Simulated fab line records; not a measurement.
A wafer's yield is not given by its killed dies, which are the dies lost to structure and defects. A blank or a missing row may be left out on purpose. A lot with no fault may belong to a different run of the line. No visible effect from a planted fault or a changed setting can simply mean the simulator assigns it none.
Shared-tool check | flow gf180mcu | Sampled: 12 lots, 36 wafers

WHY IT WAS OPENED
Of 12 lots, 3 have the reading MIM_CVD_05_THK flagged at GF_MIM_THK_MEAS_06. Wafers without a fault read 42.1 nm, standard deviation 0.54.
Rule: a lot gets a flag if all its wafers with a number sit over 4 standard deviations from that mean, or if no wafer of it has a number. As for the other lots, they are considered sound.

lot  | measured     | on            | MIM_CVD_05_THK (nm), wafer by wafer | flag
L895 | day 25 09:38 | film metro-03 | 41.9 41.9 42.0                      |
L896 | day 25 14:44 | film metro-02 | 42.1 41.7 42.5                      |
L897 | day 26 03:59 | film metro-04 | 42.0 42.1 42.7                      |
L898 | day 26 06:56 | film metro-02 | 41.7 42.1 41.5                      |
L899 | day 26 15:37 | film metro-04 | 46.2 46.6 47.3                      | FLAGGED
L900 | day 27 04:02 | film metro-02 | 46.2 47.2 47.1                      | FLAGGED
L901 | day 27 08:28 | film metro-04 | 46.7 47.4 47.1                      | FLAGGED
L910 | day 30 09:17 | film metro-02 | 41.5 42.4 42.0                      |
L913 | day 31 01:10 | film metro-03 | 42.4 41.8 42.9                      |
L912 | day 31 02:07 | film metro-03 | 42.0 42.5 42.2                      |
L914 | day 31 02:59 | film metro-03 | 42.4 42.9 42.9                      |
L915 | day 31 17:04 | film metro-03 | 41.1 41.7 41.6                      |
On average the flagged lots' numbers are 46.9 nm, which is +4.8 nm against the usual, or +9 standard deviations.

LOT BY LOT: THE TOOL USED
4 process steps preceding the reading are held in the record, out of 602 steps in the route. Cell contents, in order: the tool; ch with the chambers the sampled wafers went through; the start.
lot  | flag    | GF_V4_CMP_04                  | GF_V4_STRIP_18                       | GF_MIM_SPUTTER_00            | GF_MIM_CVD_05
L895 |         | cmp-01 ch 0,1,3, day 24 09:39 | plasma asher-03 ch 0,1, day 25 08:08 | pvd sputter-01, day 25 09:23 | pecvd-02 ch 0,2, day 25 09:36
L896 |         | cmp-01 ch 0,1,3, day 24 14:46 | plasma asher-03 ch 0,1, day 25 13:14 | pvd sputter-01, day 25 14:28 | pecvd-03 ch 0,1, day 25 14:41
L897 |         | cmp-02 ch 0,1,2, day 25 04:29 | plasma asher-01 ch 0,1, day 26 02:32 | pvd sputter-03, day 26 03:43 | pecvd-02 ch 0,1,2, day 26 03:56
L898 |         | cmp-02 ch 0,3, day 25 07:10   | plasma asher-01 ch 0, day 26 05:22   | pvd sputter-01, day 26 06:41 | pecvd-02 ch 0,1,2, day 26 06:55
L899 | FLAGGED | cmp-01 ch 0,1,3, day 25 16:04 | plasma asher-01 ch 0,1, day 26 14:05 | pvd sputter-01, day 26 15:20 | pecvd-02 ch 0,1, day 26 15:34
L900 | FLAGGED | cmp-01 ch 0,2,3, day 26 04:29 | plasma asher-01 ch 0,1, day 27 02:14 | pvd sputter-03, day 27 03:46 | pecvd-02 ch 0,1, day 27 03:59
L901 | FLAGGED | cmp-02 ch 0,1,2, day 26 08:44 | plasma asher-02 ch 0,1, day 27 06:34 | pvd sputter-03, day 27 08:11 | pecvd-02 ch 0,1,2, day 27 08:25
L910 |         | cmp-02 ch 1,2,3, day 29 12:37 | plasma asher-03 ch 0,1, day 30 07:41 | pvd sputter-03, day 30 09:02 | pecvd-02 ch 0,1,2, day 30 09:16
L913 |         | cmp-02 ch 0,1,2, day 30 04:41 | plasma asher-02 ch 0,1, day 30 23:20 | pvd sputter-01, day 31 00:55 | pecvd-04 ch 1,2, day 31 01:08
L912 |         | cmp-01 ch 0,2,3, day 30 05:47 | plasma asher-02 ch 0,1, day 31 00:38 | pvd sputter-04, day 31 01:51 | pecvd-04 ch 0,1,2, day 31 02:04
L914 |         | cmp-02 ch 0,3, day 30 06:59   | plasma asher-01 ch 0,1, day 31 01:32 | pvd sputter-03, day 31 02:43 | pecvd-02 ch 0,1, day 31 02:56
L915 |         | cmp-01 ch 0,2, day 30 20:35   | plasma asher-03 ch 0,1, day 31 15:32 | pvd sputter-01, day 31 16:47 | pecvd-03 ch 1,2, day 31 17:01
What these steps do:
- GF_V4_CMP_04: polishes SiO2.
- GF_V4_STRIP_18: strips in O2/N2.
- GF_MIM_SPUTTER_00: material Ti, target thk 37.5 nm, time 150 s.
- GF_MIM_CVD_05: deposits Si3N4, target thk 42 nm, time 29.086 s.
- GF_MIM_THK_MEAS_06

FLAGGED OVER TOTAL, TOOL BY TOOL (the gauges that took the reading come last)
step               | tool            | lots run | flagged | share of the flagged lots | sound lots run after its first flagged lot
GF_V4_CMP_04       | cmp-01          | 6        | 2       | some                      | 2 (L912,L915)
GF_V4_CMP_04       | cmp-02          | 6        | 1       | some                      | 3 (L910,L913,L914)
GF_V4_STRIP_18     | plasma asher-01 | 5        | 2       | some                      | 1 (L914)
GF_V4_STRIP_18     | plasma asher-02 | 3        | 1       | some                      | 2 (L913,L912)
GF_V4_STRIP_18     | plasma asher-03 | 4        | 0       | none                      | -
GF_MIM_SPUTTER_00  | pvd sputter-01  | 6        | 1       | some                      | 2 (L913,L915)
GF_MIM_SPUTTER_00  | pvd sputter-03  | 5        | 2       | some                      | 2 (L910,L914)
GF_MIM_SPUTTER_00  | pvd sputter-04  | 1        | 0       | none                      | -
GF_MIM_CVD_05      | pecvd-02        | 8        | 3       | all                       | 2 (L910,L914)
GF_MIM_CVD_05      | pecvd-03        | 2        | 0       | none                      | -
GF_MIM_CVD_05      | pecvd-04        | 2        | 0       | none                      | -
GF_MIM_THK_MEAS_06 | film metro-02   | 4        | 1       | some                      | 1 (L910)
GF_MIM_THK_MEAS_06 | film metro-03   | 5        | 0       | none                      | -
GF_MIM_THK_MEAS_06 | film metro-04   | 3        | 2       | some                      | 0

THE TABLE: WHAT IT ALLOWS
All flagged lots share 1 row of the table, namely pecvd-02 at GF_MIM_CVD_05.
- pecvd-02 at GF_MIM_CVD_05 ran 8 lots, 3 of them flagged. Sound lots followed the first flagged one (L910, L914) on it, something a lasting fault affecting the whole tool could not allow.
Every row of the table either missed a flagged lot or ran a sound lot after the first.

WHAT THE SIMULATOR HAD PUT IN
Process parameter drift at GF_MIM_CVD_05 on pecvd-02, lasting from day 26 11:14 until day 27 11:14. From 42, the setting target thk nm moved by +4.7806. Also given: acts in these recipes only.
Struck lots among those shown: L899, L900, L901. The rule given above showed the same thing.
